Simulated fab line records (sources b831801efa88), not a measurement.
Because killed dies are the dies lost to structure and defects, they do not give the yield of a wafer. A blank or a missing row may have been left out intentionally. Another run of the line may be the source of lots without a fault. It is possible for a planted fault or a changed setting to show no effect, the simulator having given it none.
Which of the tools did it? ; flow sky130 ; 36 wafers from 12 lots sampled at 5 of the route's 708 steps

WHAT THE GAUGES READ, wafer by wafer
SKY_LOCAL_INTERCONNECT_RS_MEAS_01: measures by four-point-probe. Usual: for LOCAL_INTERCONNECT_TIN_RS the level is 14.23 ohm/sq and the standard deviation is 0.13.
lot;measured;on;LOCAL_INTERCONNECT_TIN_RS (ohm/sq);flag
L691;day 30 01:19;film metro-03;14.36 14.38 14.25;
L690;day 30 05:29;film metro-02;13.88 13.92 13.94;
L693;day 30 05:45;film metro-01;14.39 14.33 14.28;
L694;day 31 01:22;film metro-03;14.20 14.25 14.33;
L695;day 31 09:12;film metro-02;14.33 14.21 14.27;
L704;day 33 22:20;film metro-01;14.13 14.36 14.17;
L705;day 34 02:16;film metro-01;14.23 14.37 14.42;
L706;day 34 12:43;film metro-01;14.22 13.99 14.10;
L707;day 34 21:00;film metro-01;14.24 14.32 14.28;
L708;day 35 01:16;film metro-03;14.02 14.16 14.09;
L709;day 35 20:16;film metro-01;14.22 14.10 14.28;
L711;day 36 14:26;film metro-02;14.46 14.35 14.38;

SKY_CONTACT_THK_MEAS_03. Usual: for CONTACT_HDPCVD_THK the level is 564 nm and the standard deviation is 5.5.
lot;measured;on;CONTACT_HDPCVD_THK (nm);flag
L691;day 31 05:02;film metro-01;565 570 572;
L690;day 31 09:31;film metro-02;564 569 568;
L693;day 31 10:31;film metro-01;555 549 559;
L694;day 32 05:52;film metro-02;565 567 572;
L695;day 32 13:23;film metro-02;560 570 566;
L704;day 35 01:31;film metro-04;567 569 563;
L705;day 35 05:37;film metro-01;555 561 558;
L706;day 35 16:17;film metro-04;574 559 562;
L707;day 35 23:40;film metro-02;557 557 563;
L708;day 36 04:04;film metro-01;564 558 564;
L709;day 36 22:43;film metro-01;566 565 569;
L711;day 37 17:41;film metro-02;566 563 568;

SKY_CONTACT_OVL_MEAS_15. Usual: for CONTACT_OVL the level is -1 nm and the standard deviation is 5.5.
lot;measured;on;CONTACT_OVL (nm);flag
L691;day 32 08:52;overlay-02;-1 1 -2;
L690;day 32 13:36;overlay-02;-4 -7 -7;
L693;day 32 14:46;overlay-02;-4 -13 -11;
L694;day 33 09:51;overlay-01;1 1 1;
L695;day 33 16:49;overlay-02;-6 1 -7;
L704;day 36 04:36;overlay-02;-1 -1 6;
L705;day 36 07:48;overlay-01;7 11 1;
L706;day 36 17:52;overlay-01;3 -6 -4;
L707;day 37 01:46;overlay-01;4 2 -1;
L708;day 37 06:40;overlay-02;-8 -10 -11;
L709;day 38 00:28;overlay-02;-1 3 0;
L711;day 38 19:34;overlay-02;-2 7 3;

SKY_VIA1_THK_MEAS_01. Usual: for VIA1_HDPCVD_THK the level is 1034 nm and the standard deviation is 11.
lot;measured;on;VIA1_HDPCVD_THK (nm);flag
L691;day 33 14:42;film metro-01;1054 1041 1044;
L690;day 33 18:44;film metro-01;1031 1053 1054;
L693;day 33 19:41;film metro-01;1023 1033 1025;
L694;day 34 15:32;film metro-01;745 1035 1030 746 1036 1030;OFF
L695;day 34 22:03;film metro-04;1042 740 1027 1042 740 1027;OFF
L704;day 37 09:29;film metro-03;1042 1025 1031;
L705;day 37 12:28;film metro-01;1025 1024 1021;
L706;day 37 21:43;film metro-04;1019 1036 1031;
L707;day 38 05:23;film metro-04;1047 1042 1039;
L708;day 38 10:29;film metro-03;1031 1035 1039;
L709;day 39 03:41;film metro-04;1034 1033 1020;
L711;day 39 23:25;film metro-01;1021 1016 1035;

WHICH TOOL RAN EACH LOT (tool, then ch and the chambers of the sampled wafers, then the start)
lot;SKY_VIA1_HDPCVD_00
L691;hdpcvd-02 ch 0,1,2, day 33 14:34
L690;hdpcvd-02 ch 0,1,2, day 33 18:37
L693;hdpcvd-01 ch 0,1,2, day 33 19:34
L694;hdpcvd-01 ch 0,1,2, day 34 15:25
L695;hdpcvd-01 ch 0,1, day 34 21:55
L704;hdpcvd-01 ch 0,2, day 37 09:23
L705;hdpcvd-01 ch 1,2, day 37 12:20
L706;hdpcvd-02 ch 0,2, day 37 21:35
L707;hdpcvd-02 ch 0,1, day 38 05:16
L708;hdpcvd-02 ch 0,1,2, day 38 10:22
L709;hdpcvd-01 ch 1,2, day 39 03:34
L711;hdpcvd-01 ch 1,2, day 39 23:17
- SKY_VIA1_HDPCVD_00: deposits SiO2, target thk 1030 nm, time 171.7 s.

WHAT THE TOOLS THEMSELVES READ (means of the sampled wafers that have a number; where no wafer has one, the mark that the record gives instead)
SKY_VIA1_HDPCVD_00. Usual: susceptor temp C 400.02 C, standard deviation 0.21.
lot;tool;susceptor temp C (C);flag
L691;hdpcvd-02;400.07;
L690;hdpcvd-02;400.04;
L693;hdpcvd-01;399.85;
L694;hdpcvd-01;400.09;
L695;hdpcvd-01;399.99;
L704;hdpcvd-01;399.71;
L705;hdpcvd-01;400.01;
L706;hdpcvd-02;400.15;
L707;hdpcvd-02;400.01;
L708;hdpcvd-02;399.91;
L709;hdpcvd-01;400.03;
L711;hdpcvd-01;400.18;

THE ANSWER, worked out from the rows above alone
Rule: a lot counts as off when the mean over its wafers that have a number is more than 3 standard deviations away from the usual mean. A lot without any number at a reading at which 4 lots or more have one is off too. Any other lot the step has rows for is counted as sound. Order of review: gauges by route order, followed by the tools' own readings, for which a lot's mean as printed above is used. The first step at which some lot is off is used, and at that step the reading that is off furthest; a lot without a number counts as furthest.
Off: at SKY_VIA1_THK_MEAS_01 (VIA1_HDPCVD_THK), L694, L695.
If a tool, at a process step before that reading, ran all the lots that are off and no sound lot after the first of them, it fits. The gauges at SKY_VIA1_THK_MEAS_01 are tried like those tools. Not one of the candidates tried fits.

WHAT HAD BEEN PUT IN BY THE SIMULATOR
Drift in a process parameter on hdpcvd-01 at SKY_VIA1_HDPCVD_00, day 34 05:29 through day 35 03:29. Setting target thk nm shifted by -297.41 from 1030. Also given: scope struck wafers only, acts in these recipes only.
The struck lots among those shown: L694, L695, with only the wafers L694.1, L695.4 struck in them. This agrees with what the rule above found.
